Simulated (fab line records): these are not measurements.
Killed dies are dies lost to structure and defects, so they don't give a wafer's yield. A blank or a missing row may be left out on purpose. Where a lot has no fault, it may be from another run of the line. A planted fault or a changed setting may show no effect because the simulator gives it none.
fab line records ; flow gf180mcu
record: lots: 5; wafers: 15; last_day: 34
route steps=602 shown HV_LDD@192
lots that met no fault: taken from a fault-free run of the same line
start_h: hours from the record's first day to the start of the lot's first wafer shown ; wait_h: hours from the lot's prior step to this one ; " same as the row above ; L1.1+2: several wafers, shown together as one row ; - no value present, or no start provided ; * or withheld: withheld ; < > ~ a bound
route shown NAME@n: NAME is a module with steps in the file, n the number in the route of the first one ; usual: the fault-free wafers' mean and standard deviation ; same: alike in all rows ; chamber/n: place in a boat ; sites: readings site by site ; _std_site: the standard deviation of these ; _edge_site: outer sites' mean less inner sites' ; radius_mm: for every site, how far away it sits from the centre of the wafer ; mask NAME#n: copy n ; behind: the last tool/chamber to shape the wafer ; hold: reason for holding the lot/hours on hold/outcome of the hold ; device: the n, p or np transistor that did not switch ; end of line: the tests these same wafers got at the end of their route ; a step with no rows: only its recipe ; killed: dies lost to structure and defects at the first sort, not the wafer's yield ; map: shows each die of a wafer: x if killed, . if not, _ if none is there
set.NAME: the setting the step ran with; set.NAME@STEP: the setting that earlier step ran with ; model.NAME: the simulator's own value behind a step, which no gauge read
a table for each step, a row for each wafer; lots at some steps of the route
services: when a tool's chamber went out of use (start_h, in hours from the record's first day, below 0 if earlier), for how many hours, and the reason
== steps ==
step: GF_HV_LDD_EXPOSE_16
recipe: mask_id: Pplus_LV_AREA; target_cd_nm: 400; na: 0.6; source_shape: conventional; sigma_outer: 0.6; dose_mj: 140
usual: focus_offset_nm: -0.2/0.49; stage_vel_mm_s: 499.97/0.24
same: sigma_outer: 0.6
lot.wafer;tool;chamber;start_h;wait_h;mask;focus_offset_nm;stage_vel_mm_s
L074.4;iline_stepper-02;0;-;-;Pplus_LV_AREA#0;-0.6;499.96
L074.5;iline_stepper-02;0;-;-;Pplus_LV_AREA#0;-0.7;499.90
L074.6;iline_stepper-02;0;-;-;Pplus_LV_AREA#0;0.1;499.81
L087.1;iline_stepper-01;0;-;-;Pplus_LV_AREA#0;-0.7;500.24
L087.5;iline_stepper-01;0;-;-;Pplus_LV_AREA#0;0.1;500.32
L087.6;iline_stepper-01;0;-;-;Pplus_LV_AREA#0;-0.8;500.12
L090.3;iline_stepper-01;0;-;-;Pplus_LV_AREA#0;0.3;500.08
L090.4;iline_stepper-01;0;-;-;Pplus_LV_AREA#0;0.4;499.97
L090.5;iline_stepper-01;0;-;-;Pplus_LV_AREA#0;0.1;499.85
L095.3;iline_stepper-01;0;-;-;Pplus_LV_AREA#0;0.1;500.43
L095.5;iline_stepper-01;0;-;-;Pplus_LV_AREA#0;-0.9;499.84
L095.6;iline_stepper-01;0;-;-;Pplus_LV_AREA#0;-0.4;500.17
L096.2;iline_stepper-01;0;-;-;Pplus_LV_AREA#0;0.5;499.90
L096.5;iline_stepper-01;0;-;-;Pplus_LV_AREA#0;0.5;499.75
L096.6;iline_stepper-01;0;-;-;Pplus_LV_AREA#0;0.5;500.05
step: GF_HV_LDD_PEB_17
recipe: temp_c: withheld; time_s: *; resist: NOVOLAK
usual: exhaust_pa: 44.9/0.82
lot.wafer;tool;chamber;start_h;wait_h;exhaust_pa
L074.4;litho_track-01;0;-;-;44.6
L074.5;litho_track-01;0;-;-;45.0
L074.6;litho_track-01;0;-;-;45.8
L087.1;litho_track-01;0;-;-;44.5
L087.5;litho_track-01;0;-;-;45.3
L087.6;litho_track-01;0;-;-;45.3
L090.3;litho_track-01;0;-;-;43.5
L090.4;litho_track-01;0;-;-;45.1
L090.5;litho_track-01;0;-;-;46.2
L095.3;litho_track-03;0;-;-;45.0
L095.5;litho_track-03;0;-;-;45.3
L095.6;litho_track-03;0;-;-;43.9
L096.2;litho_track-04;0;-;-;45.2
L096.5;litho_track-04;0;-;-;44.6
L096.6;litho_track-04;0;-;-;43.4
step: GF_HV_LDD_DEVELOP_18
recipe: develop_time_s: 60; dev_temp_c: 23
usual: exhaust_pa: 45.0/0.84
lot.wafer;tool;chamber;start_h;wait_h;exhaust_pa
L074.4;litho_track-01;0;235.10;0.1;43.7
L074.5;litho_track-01;0;235.10;0.1;45.8
L074.6;litho_track-01;0;235.10;0.1;46.4
L087.1;litho_track-01;0;331.07;0.1;43.7
L087.5;litho_track-01;0;331.07;0.1;44.6
L087.6;litho_track-01;0;331.07;0.1;44.9
L090.3;litho_track-01;0;355.62;0.1;45.2
L090.4;litho_track-01;0;355.62;0.1;45.0
L090.5;litho_track-01;0;355.62;0.1;46.8
L095.3;litho_track-03;0;390.15;0.1;45.5
L095.5;litho_track-03;0;390.15;0.1;45.8
L095.6;litho_track-03;0;390.15;0.1;44.9
L096.2;litho_track-04;0;400.51;0.1;43.5
L096.5;litho_track-04;0;400.51;0.1;45.0
L096.6;litho_track-04;0;400.51;0.1;43.2
step: GF_HV_LDD_CD_MEAS_19
recipe: target_cd_nm: 400
usual: cd_nm: 400.9/2.5
lot.wafer;tool;chamber;start_h;wait_h;cd_nm
L074.4;cd_sem-02;-;235.24;0.1;399.5
L074.5;cd_sem-02;-;235.24;0.1;399.9
L074.6;cd_sem-02;-;235.24;0.1;400.1
L087.1;cd_sem-01;-;331.22;0.1;398.5
L087.5;cd_sem-01;-;331.22;0.1;397.1
L087.6;cd_sem-01;-;331.22;0.1;398.6
L090.3;cd_sem-01;-;355.76;0.1;400.6
L090.4;cd_sem-01;-;355.76;0.1;399.0
L090.5;cd_sem-01;-;355.76;0.1;399.5
L095.3;cd_sem-01;-;390.29;0.1;402.6
L095.5;cd_sem-01;-;390.29;0.1;402.2
L095.6;cd_sem-01;-;390.29;0.1;401.1
L096.2;cd_sem-01;-;400.66;0.1;403.3
L096.5;cd_sem-01;-;400.66;0.1;400.5
L096.6;cd_sem-01;-;400.66;0.1;401.5
step: GF_HV_LDD_OVL_MEAS_20
usual: HV_LDD_01_OVL: -0.3/1.6
lot.wafer;tool;chamber;start_h;wait_h;HV_LDD_01_OVL[nm]
L074.4;overlay-01;-;235.31;0.1;0.3
L074.5;overlay-01;-;235.31;0.1;0.0
L074.6;overlay-01;-;235.31;0.1;-0.1
L087.1;overlay-01;-;331.34;0.1;-1.8
L087.5;overlay-01;-;331.34;0.1;-3.0
L087.6;overlay-01;-;331.34;0.1;-3.0
L090.3;overlay-01;-;355.86;0.1;-3.5
L090.4;overlay-01;-;355.86;0.1;-0.5
L090.5;overlay-01;-;355.86;0.1;-1.9
L095.3;overlay-01;-;390.39;0.1;0.1
L095.5;overlay-01;-;390.39;0.1;1.0
L095.6;overlay-01;-;390.39;0.1;-0.3
L096.2;overlay-01;-;400.76;0.1;-1.6
L096.5;overlay-01;-;400.76;0.1;-2.8
L096.6;overlay-01;-;400.76;0.1;-3.4
step: GF_HV_LDD_IMPLANT_21
recipe: species: BF2; energy_kev: 25; dose_cm2: 5e+13; tilt_deg: 7
usual: dose_ions_cm2: 4.999e+13/5.5e+10; tilt_deg: 7.000/0.019
lot.wafer;tool;chamber;start_h;wait_h;dose_ions_cm2;tilt_deg
L074.4;implanter-03;0;235.41;0.1;4.993e+13;6.996
L074.5;implanter-03;0;235.41;0.1;5.004e+13;6.992
L074.6;implanter-03;0;235.41;0.1;5.005e+13;6.955
L087.1;implanter-04;0;331.38;0.0;4.995e+13;7.018
L087.5;implanter-04;0;331.38;0.0;4.987e+13;7.012
L087.6;implanter-04;0;331.38;0.0;5.004e+13;7.037
L090.3;implanter-01;0;355.93;0.1;4.988e+13;6.929
L090.4;implanter-01;0;355.93;0.1;4.995e+13;6.979
L090.5;implanter-01;0;355.93;0.1;4.993e+13;6.970
L095.3;implanter-04;0;390.46;0.1;4.99e+13;7.010
L095.5;implanter-04;0;390.46;0.1;5.002e+13;6.997
L095.6;implanter-04;0;390.46;0.1;4.999e+13;7.015
L096.2;implanter-01;0;400.82;0.0;4.997e+13;7.010
L096.5;implanter-01;0;400.82;0.0;4.999e+13;6.950
L096.6;implanter-01;0;400.82;0.0;5.009e+13;6.995
step: GF_HV_LDD_STRIP_22
recipe: chemistry: O2/N2; power_w: 1400; pressure_mtorr: 1500; platen_temp_c: 250; o2_flow_sccm: 3000; n2_flow_sccm: 300; overash_fraction: 0.5
usual: chamber_pressure_mTorr: 1500.0/1.2; drypump_motor_current_A: 5.7/0.61; heater_power_w: 347/37; oes_product_au: 0.716/0.0045; strip_time_to_endpoint_s: 12.49/0.033
lot.wafer;tool;chamber;start_h;wait_h;chamber_pressure_mTorr;drypump_motor_current_A;heater_power_w;oes_product_au;rf_hours_counter_h;strip_time_to_endpoint_s
L074.4;plasma_asher-04;0;235.52;0.1;1500.4;6.2;319;0.711;-;12.48
L074.5;plasma_asher-04;0;235.52;0.1;1498.4;6.2;325;0.720;-;12.46
L074.6;plasma_asher-04;1;235.52;0.1;1499.8;4.6;335;0.717;-;12.47
L087.1;plasma_asher-04;1;331.53;0.1;1498.4;4.7;340;0.715;57;12.52
L087.5;plasma_asher-04;1;331.53;0.1;1502.1;4.7;339;0.713;-;12.50
L087.6;plasma_asher-04;0;331.53;0.1;1499.3;6.2;324;0.720;-;12.54
L090.3;plasma_asher-01;0;356.06;0.1;1499.4;5.7;380;0.715;-;12.50
L090.4;plasma_asher-01;1;356.06;0.1;1500.1;6.0;325;0.711;-;12.52
L090.5;plasma_asher-01;1;356.06;0.1;1498.1;6.1;333;0.717;-;12.52
L095.3;plasma_asher-04;0;390.59;0.1;1499.8;6.2;320;0.718;-;12.46
L095.5;plasma_asher-04;1;390.59;0.1;1499.9;4.7;342;0.719;-;12.50
L095.6;plasma_asher-04;0;390.59;0.1;1499.2;6.2;327;0.717;-;12.48
L096.2;plasma_asher-01;0;400.94;0.1;1499.0;5.7;376;0.717;78;12.45
L096.5;plasma_asher-01;1;400.94;0.1;1498.7;6.1;331;0.715;-;12.49
L096.6;plasma_asher-01;0;400.94;0.1;1499.3;5.7;375;0.713;-;12.52
step: GF_HV_LDD_TW_MEAS_23
usual: HV_LDD_2_TW: 1057/4.4
lot.wafer;tool;chamber;start_h;wait_h;HV_LDD_2_TW
L074.4;film_metro-04;-;235.61;0.1;1053
L074.5;film_metro-04;-;235.61;0.1;1059
L074.6;film_metro-04;-;235.61;0.1;1054
L087.1;film_metro-01;-;331.63;0.1;1059
L087.5;film_metro-01;-;331.63;0.1;1058
L087.6;film_metro-01;-;331.63;0.1;1055
L090.3;film_metro-01;-;356.15;0.1;1060
L090.4;film_metro-01;-;356.15;0.1;1056
L090.5;film_metro-01;-;356.15;0.1;1056
L095.3;film_metro-01;-;390.68;0.1;1063
L095.5;film_metro-01;-;390.68;0.1;1064
L095.6;film_metro-01;-;390.68;0.1;1059
L096.2;film_metro-03;-;401.05;0.1;1056
L096.5;film_metro-03;-;401.05;0.1;1051
L096.6;film_metro-03;-;401.05;0.1;1053
step: GF_HV_LDD_DEHYDRATE_24
recipe: temp_c: 200; time_s: 60
usual: exhaust_pa: 45.0/1
lot.wafer;tool;chamber;start_h;wait_h;exhaust_pa
L074.4;litho_track-04;0;245.21;9.6;43.8
L074.5;litho_track-04;0;245.21;9.6;44.6
L074.6;litho_track-04;0;245.21;9.6;43.8
L087.1;litho_track-01;0;341.47;9.8;42.6
L087.5;litho_track-01;0;341.47;9.8;43.1
L087.6;litho_track-01;0;341.47;9.8;45.7
L090.3;litho_track-04;0;366.74;10.6;45.3
L090.4;litho_track-04;0;366.74;10.6;44.0
L090.5;litho_track-04;0;366.74;10.6;43.9
L095.3;litho_track-03;0;401.85;11.2;45.5
L095.5;litho_track-03;0;401.85;11.2;46.1
L095.6;litho_track-03;0;401.85;11.2;46.6
L096.2;litho_track-04;0;411.71;10.6;46.8
L096.5;litho_track-04;0;411.71;10.6;47.4
L096.6;litho_track-04;0;411.71;10.6;45.4
step: GF_HV_LDD_HMDS_25
recipe: prime_time_s: 60; prime_temp_c: 120
usual: exhaust_pa: 45.0/1.1
same: prime_time_s: 60
lot.wafer;tool;chamber;start_h;wait_h;exhaust_pa
L074.4;litho_track-04;0;245.36;0.1;44.7
L074.5;litho_track-04;0;245.36;0.1;45.2
L074.6;litho_track-04;0;245.36;0.1;45.2
L087.1;litho_track-01;0;341.62;0.1;45.2
L087.5;litho_track-01;0;341.62;0.1;45.4
L087.6;litho_track-01;0;341.62;0.1;42.9
L090.3;litho_track-04;0;366.89;0.1;45.6
L090.4;litho_track-04;0;366.89;0.1;45.6
L090.5;litho_track-04;0;366.89;0.1;44.7
L095.3;litho_track-03;0;402.00;0.1;44.6
L095.5;litho_track-03;0;402.00;0.1;44.0
L095.6;litho_track-03;0;402.00;0.1;44.3
L096.2;litho_track-04;0;411.86;0.1;44.8
L096.5;litho_track-04;0;411.86;0.1;45.5
L096.6;litho_track-04;0;411.86;0.1;44.4
step: GF_HV_LDD_COAT_26
recipe: resist: NOVOLAK; spin_rpm: 3000; resist_thk_nm: 1000
usual: exhaust_pa: 44.8/0.9
lot.wafer;tool;chamber;start_h;wait_h;exhaust_pa
L074.4;litho_track-04;0;245.51;0.1;44.3
L074.5;litho_track-04;0;245.51;0.1;45.3
L074.6;litho_track-04;0;245.51;0.1;45.1
L087.1;litho_track-01;0;341.77;0.1;44.8
L087.5;litho_track-01;0;341.77;0.1;43.8
L087.6;litho_track-01;0;341.77;0.1;45.4
L090.3;litho_track-04;0;367.04;0.1;44.4
L090.4;litho_track-04;0;367.04;0.1;43.7
L090.5;litho_track-04;0;367.04;0.1;43.4
L095.3;litho_track-03;0;402.15;0.1;44.9
L095.5;litho_track-03;0;402.15;0.1;46.5
L095.6;litho_track-03;0;402.15;0.1;45.3
L096.2;litho_track-04;0;412.01;0.1;44.3
L096.5;litho_track-04;0;412.01;0.1;44.6
L096.6;litho_track-04;0;412.01;0.1;45.6
step: GF_HV_LDD_SOFTBAKE_27
recipe: temp_c: 90; time_s: 60; resist: NOVOLAK
usual: exhaust_pa: 45.1/0.9
lot.wafer;tool;chamber;start_h;wait_h;exhaust_pa
L074.4;litho_track-04;0;245.66;0.1;44.6
L074.5;litho_track-04;0;245.66;0.1;45.3
L074.6;litho_track-04;0;245.66;0.1;45.5
L087.1;litho_track-01;0;341.92;0.1;45.2
L087.5;litho_track-01;0;341.92;0.1;45.0
L087.6;litho_track-01;0;341.92;0.1;45.2
L090.3;litho_track-04;0;367.19;0.1;43.5
L090.4;litho_track-04;0;367.19;0.1;43.4
L090.5;litho_track-04;0;367.19;0.1;43.8
L095.3;litho_track-03;0;402.30;0.1;44.9
L095.5;litho_track-03;0;402.30;0.1;45.3
L095.6;litho_track-03;0;402.30;0.1;44.4
L096.2;litho_track-04;0;412.16;0.1;45.0
L096.5;litho_track-04;0;412.16;0.1;44.4
L096.6;litho_track-04;0;412.16;0.1;45.4
step: GF_HV_LDD_EXPOSE_28
recipe: mask_id: Nplus_HV_AREA; target_cd_nm: 400; na: 0.6; source_shape: conventional; sigma_outer: 0.6; dose_mj: 140
usual: focus_offset_nm: 0.0/0.57; stage_vel_mm_s: 499.98/0.27
same: sigma_outer: 0.6
lot.wafer;tool;chamber;start_h;wait_h;mask;focus_offset_nm;stage_vel_mm_s
L074.4;iline_stepper-01;0;-;-;Nplus_HV_AREA#0;-0.4;499.49
L074.5;iline_stepper-01;0;-;-;Nplus_HV_AREA#0;-0.3;499.96
L074.6;iline_stepper-01;0;-;-;Nplus_HV_AREA#0;-0.7;499.61
L087.1;iline_stepper-01;0;-;-;Nplus_HV_AREA#0;1.1;500.17
L087.5;iline_stepper-01;0;-;-;Nplus_HV_AREA#0;0.2;500.08
L087.6;iline_stepper-01;0;-;-;Nplus_HV_AREA#0;-0.4;500.28
L090.3;iline_stepper-01;0;-;-;Nplus_HV_AREA#0;0.4;499.61
L090.4;iline_stepper-01;0;-;-;Nplus_HV_AREA#0;0.5;499.79
L090.5;iline_stepper-01;0;-;-;Nplus_HV_AREA#0;0.6;499.88
L095.3;iline_stepper-02;0;-;-;Nplus_HV_AREA#0;-0.1;499.99
L095.5;iline_stepper-02;0;-;-;Nplus_HV_AREA#0;0.6;500.22
L095.6;iline_stepper-02;0;-;-;Nplus_HV_AREA#0;-0.5;499.79
L096.2;iline_stepper-01;0;-;-;Nplus_HV_AREA#0;-1.3;499.76
L096.5;iline_stepper-01;0;-;-;Nplus_HV_AREA#0;-0.1;499.57
L096.6;iline_stepper-01;0;-;-;Nplus_HV_AREA#0;0.3;499.49
step: GF_HV_LDD_PEB_29
recipe: temp_c: withheld; time_s: *; resist: NOVOLAK
usual: exhaust_pa: 45.0/0.89
lot.wafer;tool;chamber;start_h;wait_h;exhaust_pa
L074.4;litho_track-01;0;-;-;45.0
L074.5;litho_track-01;0;-;-;44.9
L074.6;litho_track-01;0;-;-;44.3
L087.1;litho_track-01;0;-;-;44.3
L087.5;litho_track-01;0;-;-;44.2
L087.6;litho_track-01;0;-;-;45.3
L090.3;litho_track-04;0;-;-;43.9
L090.4;litho_track-04;0;-;-;45.0
L090.5;litho_track-04;0;-;-;45.3
L095.3;litho_track-03;0;-;-;44.1
L095.5;litho_track-03;0;-;-;44.3
L095.6;litho_track-03;0;-;-;45.9
L096.2;litho_track-01;0;-;-;44.4
L096.5;litho_track-01;0;-;-;43.7
L096.6;litho_track-01;0;-;-;45.2
step: GF_HV_LDD_DEVELOP_30
recipe: develop_time_s: 60; dev_temp_c: 23
usual: exhaust_pa: 45.2/0.82
lot.wafer;tool;chamber;start_h;wait_h;exhaust_pa
L074.4;litho_track-01;0;254.15;0.1;44.3
L074.5;litho_track-01;0;254.15;0.1;43.7
L074.6;litho_track-01;0;254.15;0.1;44.5
L087.1;litho_track-01;0;353.12;0.1;44.3
L087.5;litho_track-01;0;353.12;0.1;44.6
L087.6;litho_track-01;0;353.12;0.1;44.3
L090.3;litho_track-04;0;378.64;0.1;45.9
L090.4;litho_track-04;0;378.64;0.1;45.6
L090.5;litho_track-04;0;378.64;0.1;45.5
L095.3;litho_track-03;0;413.60;0.1;45.7
L095.5;litho_track-03;0;413.60;0.1;45.4
L095.6;litho_track-03;0;413.60;0.1;44.6
L096.2;litho_track-01;0;424.45;0.1;44.8
L096.5;litho_track-01;0;424.45;0.1;44.1
L096.6;litho_track-01;0;424.45;0.1;45.1
step: GF_HV_LDD_CD_MEAS_31
recipe: target_cd_nm: 400
usual: cd_nm: 400.2/2.3
lot.wafer;tool;chamber;start_h;wait_h;cd_nm
L074.4;cd_sem-01;-;254.29;0.1;401.1
L074.5;cd_sem-01;-;254.29;0.1;398.7
L074.6;cd_sem-01;-;254.29;0.1;400.6
L087.1;cd_sem-02;-;353.27;0.1;402.1
L087.5;cd_sem-02;-;353.27;0.1;402.7
L087.6;cd_sem-02;-;353.27;0.1;402.9
L090.3;cd_sem-01;-;378.78;0.1;400.4
L090.4;cd_sem-01;-;378.78;0.1;399.2
L090.5;cd_sem-01;-;378.78;0.1;398.6
L095.3;cd_sem-01;-;413.74;0.1;399.7
L095.5;cd_sem-01;-;413.74;0.1;398.1
L095.6;cd_sem-01;-;413.74;0.1;399.6
L096.2;cd_sem-01;-;424.59;0.1;396.9
L096.5;cd_sem-01;-;424.59;0.1;399.8
L096.6;cd_sem-01;-;424.59;0.1;397.9
== services ==
tool;chamber;start_h;hours;kind
iline_stepper-02;-;219.42;3.6;repair
plasma_asher-01;-;240.62;1.2;repair
iline_stepper-02;-;249.83;12.8;repair
plasma_asher-01;-;254.38;0.4;repair
implanter-01;-;259.32;1.5;repair
iline_stepper-02;-;262.70;6.5;repair
iline_stepper-02;-;269.67;2.1;pm
implanter-03;-;272.33;3.4;repair
iline_stepper-01;-;281.90;4.8;repair
implanter-01;-;288.23;4.2;pm
iline_stepper-01;-;294.86;5.3;repair
iline_stepper-02;-;298.95;22.1;repair
iline_stepper-02;-;321.06;1.7;pm
implanter-01;-;328.12;4.1;repair
implanter-03;-;330.93;1.6;repair
plasma_asher-01;-;338.93;2.7;repair
iline_stepper-02;-;339.18;14.8;repair
iline_stepper-01;-;354.01;8.9;pm
implanter-03;-;354.87;2.4;repair
iline_stepper-01;-;363.47;2.2;repair
implanter-04;-;382.58;0.5;repair
iline_stepper-01;-;405.29;1.7;pm
implanter-03;-;413.03;4.5;repair
plasma_asher-01;-;421.25;9.0;pm
== key ==
fault none
